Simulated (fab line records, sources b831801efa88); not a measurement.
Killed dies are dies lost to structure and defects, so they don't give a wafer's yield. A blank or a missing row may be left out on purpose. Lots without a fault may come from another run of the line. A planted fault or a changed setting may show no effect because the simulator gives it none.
Which tool did it? | flow gf180mcu | 12 lots, 36 wafers sampled, at 2 steps of a route of 602

WHAT THE GAUGES READ, wafer by wafer
GF_VT_IMPLANT_TW_MEAS_43.
lot  | measured     | on            | VT_IMPLANT_4_TW
L155 | day 8 00:58  | film_metro-02 | 697 696 693
L156 | day 8 09:01  | film_metro-03 | 692 690 691
L158 | day 8 19:19  | film_metro-04 | 706 705 703
L159 | day 8 23:13  | film_metro-02 | 699 696 694
L160 | day 9 05:22  | film_metro-02 | 690 690 693
L162 | day 9 21:52  | film_metro-04 | 705 703 705
L163 | day 10 09:42 | film_metro-03 | 691 691 690
L164 | day 10 10:01 | film_metro-03 | 690 690 689
L173 | day 12 23:07 | film_metro-02 | 696 690 695
L174 | day 13 04:58 | film_metro-02 | 692 693 690
L175 | day 13 12:04 | film_metro-04 | 703 707 707
L177 | day 14 00:49 | film_metro-04 | 702 701 702

WHICH TOOL RAN EACH LOT (tool, then ch and the chambers of the sampled wafers, then the start)
lot  | GF_VT_IMPLANT_STRIP_20
L155 | plasma_asher-03 ch 0,1, day 6 17:16
L156 | plasma_asher-03 ch 0,1, day 7 00:13
L158 | plasma_asher-02 ch 0,1, day 7 11:24
L159 | plasma_asher-03 ch 0,1, day 7 13:53
L160 | plasma_asher-02 ch 0,1, day 7 20:01
L162 | plasma_asher-02 ch 0,1, day 8 11:14
L163 | plasma_asher-02 ch 0,1, day 8 22:25
L164 | plasma_asher-03 ch 0,1, day 8 23:15
L173 | plasma_asher-03 ch 0,1, day 11 07:22
L174 | plasma_asher-01 ch 0,1, day 11 13:42
L175 | plasma_asher-02 ch 0,1, day 11 19:54
L177 | plasma_asher-02 ch 0,1, day 12 08:10
- GF_VT_IMPLANT_STRIP_20: strips in O2/N2.

WHAT THE TOOLS THEMSELVES READ (means of the sampled wafers that have a number; where no wafer has one, the mark that the record gives instead)
GF_VT_IMPLANT_STRIP_20.
lot  | tool            | drypump_motor_current_A (A) | heater_power_w (W) | oes_product_au (a.u.) | strip_time_to_endpoint_s (s)
L155 | plasma_asher-03 | 6.0                         | 315                | 0.714                 | 12.622
L156 | plasma_asher-03 | 5.7                         | 320                | 0.715                 | 12.659
L158 | plasma_asher-02 | 4.8                         | 346                | 0.713                 | 12.610
L159 | plasma_asher-03 | 6.0                         | 317                | 0.716                 | 12.615
L160 | plasma_asher-02 | 4.9                         | 354                | 0.715                 | 12.627
L162 | plasma_asher-02 | 4.9                         | 351                | 0.717                 | 12.600
L163 | plasma_asher-02 | 4.9                         | 352                | 0.720                 | 12.626
L164 | plasma_asher-03 | 5.7                         | 322                | 0.714                 | 12.661
L173 | plasma_asher-03 | 6.0                         | 316                | 0.715                 | 12.682
L174 | plasma_asher-01 | 5.4                         | 368                | 0.717                 | 12.594
L175 | plasma_asher-02 | 4.8                         | 352                | 0.720                 | 12.604
L177 | plasma_asher-02 | 4.8                         | 346                | 0.718                 | 12.605

THE ANSWER, worked out from the rows above alone
Rule: what is usual is taken from the lots themselves. Put in order of their means at a reading, lots are off if they are a third of the lots or fewer, leave a main group of 4 or more, and stand apart from it by a gap of 3 or more times the standard deviation of the main group's means; of several such gaps the widest counts. A main group whose means are all the same, to the digits that the tables above print for the reading, isn't used. A lot without any number at a reading at which 4 lots or more have one is off too. The other lots that the step has rows for count as sound. The gauges are gone through in route order, then the tools' own readings, and for those a lot's mean is taken as printed above. The first step at which some lot is off is used, and at that step the reading that is off furthest; a lot without a number counts as furthest.
No lot is off at any reading shown: from this, nothing can be told.

WHAT THE SIMULATOR HAD PUT IN
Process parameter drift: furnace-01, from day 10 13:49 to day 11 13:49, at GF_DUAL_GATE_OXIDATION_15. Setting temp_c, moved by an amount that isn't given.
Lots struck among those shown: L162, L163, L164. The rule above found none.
